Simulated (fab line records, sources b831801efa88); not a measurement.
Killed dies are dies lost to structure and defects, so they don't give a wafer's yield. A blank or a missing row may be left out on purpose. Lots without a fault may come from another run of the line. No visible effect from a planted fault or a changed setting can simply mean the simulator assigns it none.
Comparing a struck lot with a sound one :: flow gf180mcu :: 16 out of 602 route steps
Sound: wafers L258.1, L258.3, L258.6. The struck wafers were L248.2, L248.5, L248.6. The cause is given at the end.
Each step with rows lists, per side, the tool, then ch with its chambers, then its first start. Under that, the readings that differ: sound wafers :: struck wafers :: difference of the means :: sigmas: that difference in standard deviations of wafers without a fault.
alike: readings with means less than 2 such deviations apart, plus words and numbers identical on both sides. not compared: withheld readings, readings lacking a value on some wafer, bounds such as >300 that could conceal the same value, and numbers that have no deviation in the record and whose values overlap.
A row with sigmas, a row that says differs or no value, or rows on one side alone: a step with any of these is where the two part. Numbers that don't overlap but have no deviation are shown without sigmas and don't part them. A reading missing from all wafers of one side parts the sides only when that side holds two or more wafers.

first, 1 step without rows for these wafers: GF_HV_LDD_IMPLANT_09.
GF_HV_LDD_STRIP_10: strips in O2/N2.
  sound on plasma-asher-02 ch 0, day 14 03:43; struck on plasma-asher-02 ch 0,1, day 10 19:53
reading: platen-temp-c (C)
sound: 250.07 250.25 250.11
struck: 249.86 249.83 249.70
difference: -0.35
sigmas: -2
  alike: drypump-motor-current-A, heater-power-w, oes-product-au, strip-time-to-endpoint-s
  not compared: rf-hours-counter-h
GF_HV_LDD_TW_MEAS_11:
  struck on film-metro-04, day 10 20:00; sound on film-metro-03, day 14 03:49
  alike: HV_LDD_TW
then, 7 steps without rows for these wafers: GF_HV_LDD_DEHYDRATE_12 (time 60 s); GF_HV_LDD_HMDS_13 (prime time 60 s); GF_HV_LDD_COAT_14 (resist thk 1000 nm); GF_HV_LDD_SOFTBAKE_15 (time 60 s); GF_HV_LDD_EXPOSE_16 (exposes mask Pplus LV AREA, target cd 400 nm); GF_HV_LDD_PEB_17; GF_HV_LDD_DEVELOP_18 (develop time 60 s).
GF_HV_LDD_CD_MEAS_19: the cd target is 400 nm.
  struck on cd-sem-01, day 11 14:27; sound on cd-sem-02, day 15 00:50
  alike: cd-nm
GF_HV_LDD_OVL_MEAS_20:
  struck on overlay-02, day 11 14:34; sound on overlay-01, day 15 00:57
reading: HV_LDD_01_OVL (nm)
sound: -0.3 -2.8 -0.7
struck: 2.2 -0.9 2.9
difference: +2.7
sigmas: +2
GF_HV_LDD_IMPLANT_21:
  sound on implanter-02 ch 0, day 15 00:59; struck on implanter-03, day 11 14:37
  no value came back on the struck wafers for beam-energy-keV, beam-on-s (s), dose-ions-cm2, tilt-deg (degrees); on the sound wafers beam-energy-keV reads 24.999 24.999 25.005
GF_HV_LDD_STRIP_22: strips in O2/N2.
  sound on plasma-asher-03 ch 0,1, day 15 01:08; struck on plasma-asher-03 ch 0,1, day 11 14:44
  alike: drypump-motor-current-A, heater-power-w, oes-product-au, platen-temp-c, strip-time-to-endpoint-s
  not compared: rf-hours-counter-h
GF_HV_LDD_TW_MEAS_23:
  struck on film-metro-03, day 11 14:51; sound on film-metro-03, day 15 01:14
reading: HV_LDD_2_TW
sound: 1070 1070 1069
struck: 30 30 30
difference: -1040
sigmas: -99 or more
then, 1 step without rows for these wafers: GF_HV_LDD_DEHYDRATE_24 (time 60 s).

## WHERE THEY PART
At GF_HV_LDD_STRIP_10 first; at GF_HV_LDD_TW_MEAS_23 last (within this record only).

WHY: the cause the simulator had injected
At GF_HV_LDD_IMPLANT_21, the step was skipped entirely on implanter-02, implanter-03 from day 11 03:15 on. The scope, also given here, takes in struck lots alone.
